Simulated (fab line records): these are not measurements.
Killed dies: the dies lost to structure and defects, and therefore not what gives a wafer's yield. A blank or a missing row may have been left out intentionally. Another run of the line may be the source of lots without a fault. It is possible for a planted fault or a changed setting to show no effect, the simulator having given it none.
2 desks, one fault :: flow gf180mcu :: every desk sees just its own numbers, and what lay behind them comes last

== THE METROLOGY DESK ==
Means of the sampled wafers that have a number, per lot and without regard to the tool the lot ran on: this is what the gauges read. A lot is out of limits, marked OUT, if its mean lies more than 4 standard deviations from the usual mean; the brackets give that distance.
Columns: A = cd nm at GF_TOP_METAL_CD_MEAS_14, usual 439.5 nm
lot: L751
first seen here: day 28 11:00
A: 442.0

lot: L753
first seen here: day 28 17:10
A: 437.9

lot: L754
first seen here: day 29 07:50
A: 437.5

lot: L755
first seen here: day 29 12:31
A: 438.8

lot: L756
first seen here: day 30 00:20
A: 441.6

lot: L758
first seen here: day 30 09:17
A: 437.8

lot: L759
first seen here: day 30 16:47
A: 437.8

lot: L763
first seen here: day 31 22:50
A: 441.1

lot: L765
first seen here: day 32 13:52
A: 438.2

lot: L770
first seen here: day 33 13:37
A: 439.7

lot: L771
first seen here: day 33 19:59
A: 435.9

lot: L772
first seen here: day 34 01:08
A: 439.8

lot: L774
first seen here: day 34 14:11
A: 438.5
This desk found nothing out of limits on any of the 13 lots.

== DESK OF THE TOOL OWNER: plasma asher-01 ==
The tool's own readings at GF_V3_STRIP_18 (strips in O2/N2): means of the sampled wafers that have a number, for each lot that ran on this tool. A lot is out of limits, marked OUT, if its mean lies more than 4 standard deviations from the usual mean; the brackets give that distance.
Columns: A = drypump motor current A at GF_V3_STRIP_18, usual 5.9 A; B = heater power w at GF_V3_STRIP_18, usual 357 W; C = oes product au at GF_V3_STRIP_18, usual 0.593 a.u.
lot: L751
first seen here: day 22 14:20
A: 6.2
B: 364
C: 0.596

lot: L754
first seen here: day 23 16:16
A: 6.4
B: 388
C: 0.596

lot: L755
first seen here: day 24 01:11
A: 6.5
B: 411
C: 0.592

lot: L756
first seen here: day 24 11:46
A: 6.3
B: 392
C: 0.594

lot: L758
first seen here: day 25 04:19
A: 6.2
B: 358
C: 0.589

lot: L765
first seen here: day 27 13:41
A: 6.2
B: 358
C: 0.594

lot: L770
first seen here: day 28 18:08
A: 6.2
B: 362
C: 0.593

lot: L771
first seen here: day 29 05:13
A: 6.2
B: 364
C: 0.593
This desk found nothing out of limits on any of the 8 lots.

== BROUGHT TOGETHER ==
At the metrology desk, nothing out of limits was observed.
Nothing out of limits was seen by the tool owner's desk.

== WHAT WAS PUT IN BY THE SIMULATOR ==
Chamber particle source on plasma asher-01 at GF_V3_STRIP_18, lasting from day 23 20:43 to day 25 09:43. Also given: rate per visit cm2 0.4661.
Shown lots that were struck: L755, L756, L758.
